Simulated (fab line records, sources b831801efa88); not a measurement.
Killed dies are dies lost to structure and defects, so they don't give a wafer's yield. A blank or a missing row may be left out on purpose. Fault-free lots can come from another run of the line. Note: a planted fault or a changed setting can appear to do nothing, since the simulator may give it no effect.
Matching of chambers ; flow sky130 ; SKY_METAL4_ETCH_17 on rie_diel-04: 4 sister chambers
The step etches SiO2 in C4F8/O2/Ar, stops on TiN, time 3.9 s, target depth 15 nm. 8 wafers are shown with their chamber, then 7 later ones without.

## EACH WAFER AND ITS CHAMBER
wafer;chamber;bias_w (W);oes_product_au (a.u.)
L896.6;3;1201;0.767
L898.2;3;1199;0.753
L898.6;0;1203;0.764
L904.1;1;1194;0.756
L904.3;0;1200;0.759
L904.4;2;1200;0.772
L905.3;1;1197;0.749
L905.5;2;1201;0.749

## WAFERS WITH NO CHAMBER GIVEN
wafer;bias_w (W);oes_product_au (a.u.)
L905.6;1202;0.767
L909.2;1203;0.751
L909.3;1197;0.754
L909.6;1202;0.754
L915.1;1193;0.759
L915.4;1195;0.748
L915.6;1195;0.764

## WHICH CHAMBER EACH WENT THROUGH
wafer;from the rows above;in truth
L905.6;can't be placed: 0 or 2 or 3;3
L909.2;can't be placed: 0 or 2 or 3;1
L909.3;can't be placed: 1 or 3 or 2 or 0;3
L909.6;can't be placed: 0 or 2 or 3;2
L915.1;1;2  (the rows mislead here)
L915.4;1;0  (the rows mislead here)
L915.6;can't be placed: 1 or 3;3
Placed correctly: 0 of 7. Can't be placed from these rows: 5 (the true chamber is among the candidates in 4). Placed wrongly: 2.
How it was worked out, from the rows above alone: a wafer's distance from a chamber is the root of the sum, over the readings, of the square of ((its reading less the chamber's mean) divided by the reading's scatter). If the next closest chamber is less than 2 further off than the closest, the wafer can't be placed; otherwise it belongs to the closest. For every chamber, the mean is computed from those of its wafers that are shown. The scatter: the root of (the sum of the squares of (reading less its chamber's mean) over the shown wafers, divided by (wafers less chambers)).
